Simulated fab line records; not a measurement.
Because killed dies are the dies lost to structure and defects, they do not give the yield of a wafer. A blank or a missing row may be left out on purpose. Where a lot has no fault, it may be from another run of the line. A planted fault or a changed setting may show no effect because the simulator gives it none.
Code-filled problem report in 8D (eight disciplines) form + flow sky130 + the parts of the form that need people (team, actions taken, sign-off) are left out

## 1. WHAT WENT WRONG
Mean of killedAtOther at SKY_PAD_OPEN_PROBE_99: 46.5 across 2 wafers in 2 lots; on wafers with no fault it is 0.4 (standard deviation 0.74). Measured from the usual mean, that is +62 standard deviations.
The first sign was on wafer L953.2 at day 48 04:00, on prober-02. The record holds 15 wafers of 5 lots with a number at this step. Rule for "out" (also "out of limits"): further than 4 standard deviations from the usual mean. The rest of the wafers with a number are treated as sound.

## 2. WHAT THIS IS AND IS NOT
| question                    | is                                                                                           | is not                                                                                                              |
|-----------------------------|----------------------------------------------------------------------------------------------|---------------------------------------------------------------------------------------------------------------------|
| which readings at this step | killedAtOther, defectLimitedYield, killedDies, sort_bin_3_pad_short, sortNPass, sortYieldPct | killed_at_M0_to_M3, killed_at_M4_up, killedAtContacts, killedAtFrontEnd, killedOpen, killedShort, sort_bin_6_memory |
| which lots                  | L953, L956                                                                                   | L947, L952, L965                                                                                                    |
| which wafers of those lots  | L953.2, L956.6                                                                               | L953.1, L953.5, L956.2, L956.4                                                                                      |
| read on which tools         | prober-02                                                                                    | prober-01                                                                                                           |
| when                        | from day 48 04:00                                                                            | up to then (7 sound wafers); but 6 sound wafers of L953, L956, L965 came after                                      |

## 3. THE SUSPECTS, EACH WITH WHAT RULES IT OUT
Counting: a tool at a process step up to the reading stays a suspect if it ran every lot that is out. Sound lots after the first of them don't rule it out here, since some wafers of a struck lot are sound.
- plasmaAsher-03 at SKY_PASSIVATION_STRIP_12 (strips in O2/N2): kept. It processed each lot that is out (first: L953, day 47 06:25); up to then, its last sound lot is L952 (day 47 03:58).
- prober-02 at SKY_PAD_OPEN_PROBE_99: kept. It processed each lot that is out (first: L953, day 48 03:57); up to then, its last sound lot is L952 (day 48 01:29). Out on those wafers are its own readings of defectLimitedYield, killedAtOther, killedDies, sort_bin_3_pad_short, sortNPass, sortYieldPct.
- At SKY_PASSIVATION_STRIP_12 on plasmaAsher-03, chamber 1 took the sound wafers of the same lots and chamber 0 took the wafers that are out.
What counting leaves: plasmaAsher-03 at SKY_PASSIVATION_STRIP_12 and prober-02 at SKY_PAD_OPEN_PROBE_99.

## 4. THE CAUSE (what the simulator had put in)
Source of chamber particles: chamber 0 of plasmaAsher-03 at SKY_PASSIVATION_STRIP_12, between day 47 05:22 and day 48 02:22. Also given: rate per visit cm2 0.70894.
After counting, 2 suspects remain, this tool included.

## 5. THE EFFECT CHAIN, in route order
Each row: a reading where the mean over the struck wafers with a number is more than 3 standard deviations away from the usual. Readings are gone through only where the record gives a usual standard deviation; hours: the median, over the lots, of the time from a lot's start at the first step in this table giving one to that lot's start at this step; sigmas: the change measured in usual standard deviations.
| hours | step                  | reading              | usual  | on struck wafers | change | sigmas |
|-------|-----------------------|----------------------|--------|------------------|--------|--------|
| 0     | SKY_PAD_OPEN_PROBE_99 | defectLimitedYield   | 82.2 % | 74.3             | -7.9   | -4.4   |
| 0     | SKY_PAD_OPEN_PROBE_99 | killedAtOther        | 0.4    | 46.5             | +46.1  | +62    |
| 0     | SKY_PAD_OPEN_PROBE_99 | killedDies           | 88     | 126              | +38    | +4.2   |
| 0     | SKY_PAD_OPEN_PROBE_99 | sort_bin_3_pad_short | 0.9 %  | 3.0              | +2.1   | +4.9   |
| 0     | SKY_PAD_OPEN_PROBE_99 | sort_bin_5_function  | 10.6 % | 15.8             | +5.2   | +3.8   |
| 0     | SKY_PAD_OPEN_PROBE_99 | sortNPass            | 404    | 366              | -38    | -4.2   |
| 0     | SKY_PAD_OPEN_PROBE_99 | sortYieldPct         | 82.2 % | 74.3             | -7.9   | -4.4   |
It contains these process steps:
- SKY_PAD_OPEN_PROBE_99

## 6. WHAT WOULD HAVE CAUGHT IT SOONER
23 hours passed between the start of the fault at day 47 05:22 and the first reading out of limits in this record, taken at day 48 04:00.
Tool readings at SKY_PASSIVATION_STRIP_12 with a usual standard deviation given in the record: none out on any struck wafer, hence no alarm at a limit of 4 standard deviations on them.
The start of SKY_PASSIVATION_STRIP_12 on plasmaAsher-03 came by day 48 04:00 for every one of the lots that are out (2). None of them would have been spared by holding the tool at that moment.
